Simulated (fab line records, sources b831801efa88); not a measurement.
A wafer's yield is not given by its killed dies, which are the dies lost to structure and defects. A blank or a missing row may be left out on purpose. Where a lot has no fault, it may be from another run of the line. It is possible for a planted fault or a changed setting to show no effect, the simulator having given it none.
Which of the tools did it? | flow gf180mcu | 7 lots (20 wafers sampled), 1 step of a 602-step route

WHAT THE GAUGES SHOWED, per wafer
GF_STI_THK_MEAS_30.
lot  | measured    | on           | STI_OXIDATION_02_THK (nm)
L332 | day 2 10:52 | filmMetro-02 | 10.20 10.09 10.13
L334 | day 2 21:09 | filmMetro-03 | 10.28 10.05 10.07
L336 | day 3 07:37 | filmMetro-02 | 10.07 10.09 10.06
L339 | day 3 22:58 | filmMetro-01 | 9.88 9.86 9.73
L343 | day 4 20:16 | filmMetro-02 | 9.77 9.96
L345 | day 5 11:00 | filmMetro-01 | 9.97 10.10 9.80
L353 | day 7 09:13 | filmMetro-02 | 10.13 9.97 9.95

TOOL THAT RAN EACH LOT (tool first, then ch and the chambers of the sampled wafers, then the start)
The record holds no process step before these readings.

THE ANSWER, worked out from the rows above alone
Rule: the usual values come from the lots themselves. Put in order of their means at a reading, lots are off if they are a third of the lots or fewer, leave a main group of 4 or more, and stand apart from it by a gap of 3 or more times the standard deviation of the main group's means; of several such gaps the widest counts. Not used: any main group whose means are identical at the precision the tables above print for the reading. Also off: a lot with no number at a reading for which 4 or more lots have one. The other lots that the step has rows for count as sound.
No lot is off on any of the readings shown, so nothing can be concluded from this.

WHAT HAD BEEN PUT IN BY THE SIMULATOR
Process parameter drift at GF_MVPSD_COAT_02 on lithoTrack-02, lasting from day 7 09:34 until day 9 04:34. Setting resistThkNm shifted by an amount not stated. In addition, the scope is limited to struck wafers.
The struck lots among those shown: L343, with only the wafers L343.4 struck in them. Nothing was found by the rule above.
